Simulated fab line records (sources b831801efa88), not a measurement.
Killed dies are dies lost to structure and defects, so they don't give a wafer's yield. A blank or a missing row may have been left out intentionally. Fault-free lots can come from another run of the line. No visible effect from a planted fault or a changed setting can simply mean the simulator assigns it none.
Chamber matching || flow gf180mcu || GF_PASSIVATION_CVD_00 on pecvd-04: 3 sister chambers
The step deposits SiO2 from TEOS, target thk 1000 nm, time 111.95 s. 16 wafers are shown with their chamber, then 8 later ones without.

== EACH WAFER AND ITS CHAMBER ==
{"wafer": "L077.1", "chamber": 0, "rf fwd power W (W)": 598.3, "heater power w (W)": 650}
{"wafer": "L077.5", "chamber": 1, "rf fwd power W (W)": 591.6, "heater power w (W)": 611}
{"wafer": "L077.6", "chamber": 2, "rf fwd power W (W)": 596.7, "heater power w (W)": 647}
{"wafer": "L081.1", "chamber": 1, "rf fwd power W (W)": 595.7, "heater power w (W)": 740}
{"wafer": "L081.2", "chamber": 2, "rf fwd power W (W)": 597.2, "heater power w (W)": 690}
{"wafer": "L081.6", "chamber": 2, "rf fwd power W (W)": 599.3, "heater power w (W)": 755}
{"wafer": "L082.2", "chamber": 1, "rf fwd power W (W)": 598.0, "heater power w (W)": 716}
{"wafer": "L082.4", "chamber": 1, "rf fwd power W (W)": 597.4, "heater power w (W)": 730}
{"wafer": "L082.5", "chamber": 0, "rf fwd power W (W)": 597.3, "heater power w (W)": 583}
{"wafer": "L084.1", "chamber": 2, "rf fwd power W (W)": 598.7, "heater power w (W)": 783}
{"wafer": "L084.3", "chamber": 1, "rf fwd power W (W)": 592.5, "heater power w (W)": 742}
{"wafer": "L084.6", "chamber": 0, "rf fwd power W (W)": 596.3, "heater power w (W)": 710}
{"wafer": "L085.2", "chamber": 2, "rf fwd power W (W)": 596.0, "heater power w (W)": 645}
{"wafer": "L085.4", "chamber": 1, "rf fwd power W (W)": 592.9, "heater power w (W)": 598}
{"wafer": "L085.6", "chamber": 2, "rf fwd power W (W)": 595.9, "heater power w (W)": 721}
{"wafer": "L089.1", "chamber": 0, "rf fwd power W (W)": 598.2, "heater power w (W)": 612}

SIGNATURES, as means of the wafers listed above
{"reading": "rf fwd power W", "chamber 0": 597.525, "chamber 1": 594.683, "chamber 2": 597.300, "scatter within a chamber": 1.95}
{"reading": "heater power w", "chamber 0": 638.75, "chamber 1": 689.50, "chamber 2": 706.83, "scatter within a chamber": 60.3}
Rule: a wafer lies at a distance from a chamber equal to the root of the sum of squares, over the readings, of (its reading less the chamber's mean, divided by the reading's scatter). If the next closest chamber is less than 2 further off than the closest, the wafer can't be placed; otherwise it belongs to the closest. The scatter is the square root of a quotient: the sum, over the shown wafers, of each reading's squared deviation from its chamber's mean, divided by wafers minus chambers.

== WAFERS WITH NO CHAMBER GIVEN ==
{"wafer": "L089.3", "rf fwd power W (W)": 599.0, "heater power w (W)": 713}
{"wafer": "L089.5", "rf fwd power W (W)": 597.5, "heater power w (W)": 658}
{"wafer": "L090.1", "rf fwd power W (W)": 596.6, "heater power w (W)": 699}
{"wafer": "L090.3", "rf fwd power W (W)": 598.2, "heater power w (W)": 793}
{"wafer": "L090.6", "rf fwd power W (W)": 597.3, "heater power w (W)": 730}
{"wafer": "L096.3", "rf fwd power W (W)": 598.4, "heater power w (W)": 639}
{"wafer": "L096.4", "rf fwd power W (W)": 595.0, "heater power w (W)": 694}
{"wafer": "L096.6", "rf fwd power W (W)": 595.6, "heater power w (W)": 597}

== THE CHAMBER EACH PASSED THROUGH ==
{"wafer": "L089.3", "from the rows above": "can't be placed: 2 or 0 or 1", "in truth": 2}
{"wafer": "L089.5", "from the rows above": "can't be placed: 0 or 2 or 1", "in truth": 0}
{"wafer": "L090.1", "from the rows above": "can't be placed: 2 or 1 or 0", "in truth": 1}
{"wafer": "L090.3", "from the rows above": "can't be placed: 2 or 1 or 0", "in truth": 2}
{"wafer": "L090.6", "from the rows above": "can't be placed: 2 or 1 or 0", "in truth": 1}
{"wafer": "L096.3", "from the rows above": "can't be placed: 0 or 2 or 1", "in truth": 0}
{"wafer": "L096.4", "from the rows above": "can't be placed: 1 or 2 or 0", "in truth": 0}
{"wafer": "L096.6", "from the rows above": "can't be placed: 0 or 1 or 2", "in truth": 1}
0 of 8 placed correctly. These rows do not allow placing 8 (true chamber among the candidates in 8). Number placed wrongly: 0.
